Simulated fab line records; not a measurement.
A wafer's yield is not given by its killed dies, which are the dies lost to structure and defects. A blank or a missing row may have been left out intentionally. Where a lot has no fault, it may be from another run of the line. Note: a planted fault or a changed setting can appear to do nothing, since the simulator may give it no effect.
Problem report in the 8D (eight disciplines) form, filled by code    flow gf180mcu    the parts of the form that need people (team, actions taken, sign-off) are left out

== 1. WHAT IS WRONG ==
At GF_MIM_SPUTTER_04, cathode dc power W averages 6306.4 W over 9 wafers from 3 lots, while fault-free wafers read 6500.1 W, standard deviation 1.2. That is -99 or more standard deviations from the usual mean.
The step: material TiN, target thk 50 nm, time 41.7 s.
First observed at day 28 12:40: wafer L270.1, on pvd sputter-02. Wafers with a number at this step in the record: 42, from 14 lots. Rule for "out", or "out of limits": more than 4 standard deviations from the usual mean. The other wafers with a number count as sound.

== 2. WHAT IT IS, AND WHAT IT ISN'T ==
question                     is                      is not
which readings at this step  cathode dc power W      throttle valve pct
which lots                   L270, L271, L272        L259, L263, L264, L266, L268, L269, L277, L279, L280, L281, L282
which wafers of those lots   all that have a number  -
read on which tools          pvd sputter-02          pvd sputter-01, pvd sputter-04
when                         from day 28 12:40       up to then (18 sound wafers); but 15 sound wafers of L277, L279, L280, L281, L282 came after

== 3. WHAT RULES OUT EACH SUSPECT ==
Counting: any tool at a process step up to the reading is kept as a suspect provided that every lot that is out went through it and no sound lot did after the first of them.
- pvd sputter-02 at GF_MIM_SPUTTER_02 (material AlCu, target thk 450 nm, time 23.9 s): kept. All lots that are out passed through it, beginning with L270 at day 28 12:37, and no sound lot followed; its final sound lot before that point was L269 at day 28 08:01.
- pvd sputter-02 at GF_MIM_SPUTTER_04 (material TiN, target thk 50 nm, time 41.7 s): kept. All lots that are out passed through it, beginning with L270 at day 28 12:40, and no sound lot followed; its final sound lot before that point was L269 at day 28 08:04. Out on those wafers are its own readings of cathode dc power W.
What counting leaves: pvd sputter-02 at GF_MIM_SPUTTER_02 and pvd sputter-02 at GF_MIM_SPUTTER_04.

== 4. THE CAUSE (what the simulator had put in) ==
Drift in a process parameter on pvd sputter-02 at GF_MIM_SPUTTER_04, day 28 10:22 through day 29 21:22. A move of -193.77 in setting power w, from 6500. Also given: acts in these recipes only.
2 suspects survive the count, and this tool is in that group.

== 5. THE EFFECT CHAIN, in route order ==
Each row: a reading where the mean over the struck wafers with a number is more than 3 standard deviations away from the usual. Scope: only readings with a usual standard deviation given in the record; hours: median across lots of the time from each lot's start at the first step in this table that gives one to its start at this step; sigmas: change in usual standard deviations.
hours  step               reading             usual     on struck wafers  change  sigmas
0      GF_MIM_SPUTTER_04  cathode dc power W  6500.1 W  6306.4            -193.7  -99 or more
The process steps in it:
- GF_MIM_SPUTTER_04: material TiN, target thk 50 nm, time 41.7 s.

== 6. HOW IT WOULD HAVE BEEN CAUGHT EARLIER ==
In this record no reading fell out of limits until day 28 12:40, 2 hours after the fault had begun at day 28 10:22.
